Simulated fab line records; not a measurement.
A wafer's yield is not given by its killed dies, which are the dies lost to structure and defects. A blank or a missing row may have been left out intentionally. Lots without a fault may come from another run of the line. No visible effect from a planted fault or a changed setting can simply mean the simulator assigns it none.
Which of the tools did it?    flow sky130    Sampling: 13 lots, 39 wafers, 4 of 708 route steps

## WHAT EACH GAUGE READ, for each wafer
SKY_VT_ADJUST_HVTP_TW_MEAS_11.
lot   measured      on             VT_ADJUST_HVTP_TW
L204  day 6 03:45   film-metro-03  1369 1374 1372
L205  day 6 08:47   film-metro-01  1335 1332 1341
L206  day 6 19:14   film-metro-02  1356 1358 1362
L207  day 6 20:12   film-metro-03  1369 1367 1368
L212  day 8 05:33   film-metro-01  1349 1350 1349
L214  day 9 00:06   film-metro-01  1354 1357 1358
L215  day 9 06:57   film-metro-02  1355 1361 1363
L219  day 10 03:29  film-metro-03  1371 1368 1373
L222  day 10 22:57  film-metro-03  1373 1368 1371
L224  day 11 09:59  film-metro-01  1351 1348 1335
L225  day 11 13:54  film-metro-03  1362 1364 1372
L226  day 11 19:52  film-metro-02  1361 1366 1359
L227  day 12 11:41  film-metro-02  1361 1361 1365

SKY_GATE_OXIDE_TW_MEAS_14.
lot   measured      on             GATE_OXIDE_TW
L204  day 13 21:59  film-metro-03  224.4 224.9 223.4
L205  day 14 04:14  film-metro-02  224.8 225.8 225.5
L206  day 14 19:14  film-metro-04  226.4 226.9 227.8
L207  day 14 19:46  film-metro-03  226.7 225.9 226.0
L212  day 16 19:44  film-metro-02  225.5 223.5 224.3
L214  day 17 18:44  film-metro-03  225.1 224.4 224.8
L215  day 18 05:38  film-metro-04  227.1 227.7 225.6
L219  day 19 08:35  film-metro-03  225.8 225.4 226.7
L222  day 20 11:46  film-metro-02  225.2 223.9 225.1
L224  day 20 20:59  film-metro-04  226.3 227.1 227.2
L225  day 21 11:26  film-metro-04  227.4 227.6 228.4
L226  day 21 16:35  film-metro-02  225.9 225.3 225.2
L227  day 22 09:23  film-metro-02  223.6 225.9 224.5

## TOOL THAT RAN EACH LOT (tool first, then ch and the chambers of the sampled wafers, then the start)
lot   SKY_VT_ADJUST_LVTN_STRIP_09           SKY_SONOS_ONO_SOFTBAKE_09
L204  plasma-asher-04 ch 0, day 6 22:23     litho-track-02 ch 0, day 12 04:25
L205  plasma-asher-04 ch 0,1, day 7 04:14   litho-track-04 ch 0, day 12 11:35
L206  plasma-asher-01 ch 0,1, day 7 15:16   litho-track-03 ch 0, day 13 01:23
L207  plasma-asher-04 ch 0,1, day 7 16:44   litho-track-03 ch 0, day 13 02:17
L212  plasma-asher-01 ch 0,1, day 9 03:11   litho-track-03 ch 0, day 14 23:35
L214  plasma-asher-01 ch 0, day 9 22:01     litho-track-03 ch 0, day 15 21:16
L215  plasma-asher-01 ch 0,1, day 10 04:47  litho-track-03 ch 0, day 16 07:32
L219  plasma-asher-02 ch 0,1, day 11 02:08  litho-track-04 ch 0, day 17 08:50
L222  plasma-asher-04 ch 0,1, day 11 22:41  litho-track-02 ch 0, day 18 10:26
L224  plasma-asher-01 ch 0,1, day 12 10:04  litho-track-04 ch 0, day 18 21:56
L225  plasma-asher-02 ch 0,1, day 12 14:20  litho-track-04 ch 0, day 19 08:52
L226  plasma-asher-02 ch 0,1, day 12 20:38  litho-track-03 ch 0, day 19 13:31
L227  plasma-asher-01 ch 0,1, day 13 12:46  litho-track-02 ch 0, day 20 06:23
- SKY_VT_ADJUST_LVTN_STRIP_09: strips in O2/N2.
- SKY_SONOS_ONO_SOFTBAKE_09: time 60 s.

## AS READ BY THE TOOLS THEMSELVES (means over the sampled wafers that have a number; for cases with no such wafer, the mark the record gives instead)
SKY_VT_ADJUST_LVTN_STRIP_09.
lot   tool             drypump-motor-current-A (A)  oes-product-au (a.u.)  strip-time-to-endpoint-s (s)
L204  plasma-asher-04  4.7                          0.720                  37.01
L205  plasma-asher-04  4.9                          0.719                  37.09
L206  plasma-asher-01  5.8                          0.723                  37.04
L207  plasma-asher-04  5.0                          0.723                  36.98
L212  plasma-asher-01  5.8                          0.720                  36.89
L214  plasma-asher-01  5.8                          0.725                  36.74
L215  plasma-asher-01  5.7                          0.718                  36.99
L219  plasma-asher-02  6.2                          0.723                  36.89
L222  plasma-asher-04  4.9                          0.722                  36.90
L224  plasma-asher-01  5.8                          0.728                  37.05
L225  plasma-asher-02  6.3                          0.726                  36.89
L226  plasma-asher-02  6.4                          0.729                  36.98
L227  plasma-asher-01  5.8                          0.723                  36.85

SKY_SONOS_ONO_SOFTBAKE_09.
lot   tool            heater-power-total-W (W)  plate-temp-C (C)
L204  litho-track-02  56.59                     89.92
L205  litho-track-04  56.56                     89.92
L206  litho-track-03  56.58                     90.04
L207  litho-track-03  56.55                     90.08
L212  litho-track-03  56.62                     90.04
L214  litho-track-03  57.16                     90.67
L215  litho-track-03  57.19                     90.60
L219  litho-track-04  56.58                     90.05
L222  litho-track-02  56.57                     90.04
L224  litho-track-04  56.63                     89.95
L225  litho-track-04  56.63                     89.95
L226  litho-track-03  56.58                     89.94
L227  litho-track-02  56.61                     89.99

## THE ANSWER, worked out from the rows above alone
Rule: usual is defined by the lots themselves. Put in order of their means at a reading, lots are off if they are a third of the lots or fewer, leave a main group of 4 or more, and stand apart from it by a gap of 3 or more times the standard deviation of the main group's means; of several such gaps the widest counts. A main group whose means are all the same, to the digits that the tables above print for the reading, isn't used. A lot without any number at a reading at which 4 lots or more have one is off too. All remaining lots with rows at the step are treated as sound. First the gauges in route order, then the tools' own readings, where a lot's mean is used as printed above. At the first step where some lot is off, the reading lying furthest off is the one used; lots without a number count as furthest.
Off: L214, L215, at SKY_SONOS_ONO_SOFTBAKE_09 (heater-power-total-W). Main group: mean 56.59 W, sd 0.026.
If a tool, at that step or one of the process steps before it, ran each lot that is off and ran no sound lot following the first of them, it fits. Of those tried, none fits.

## WHAT THE SIMULATOR PUT IN
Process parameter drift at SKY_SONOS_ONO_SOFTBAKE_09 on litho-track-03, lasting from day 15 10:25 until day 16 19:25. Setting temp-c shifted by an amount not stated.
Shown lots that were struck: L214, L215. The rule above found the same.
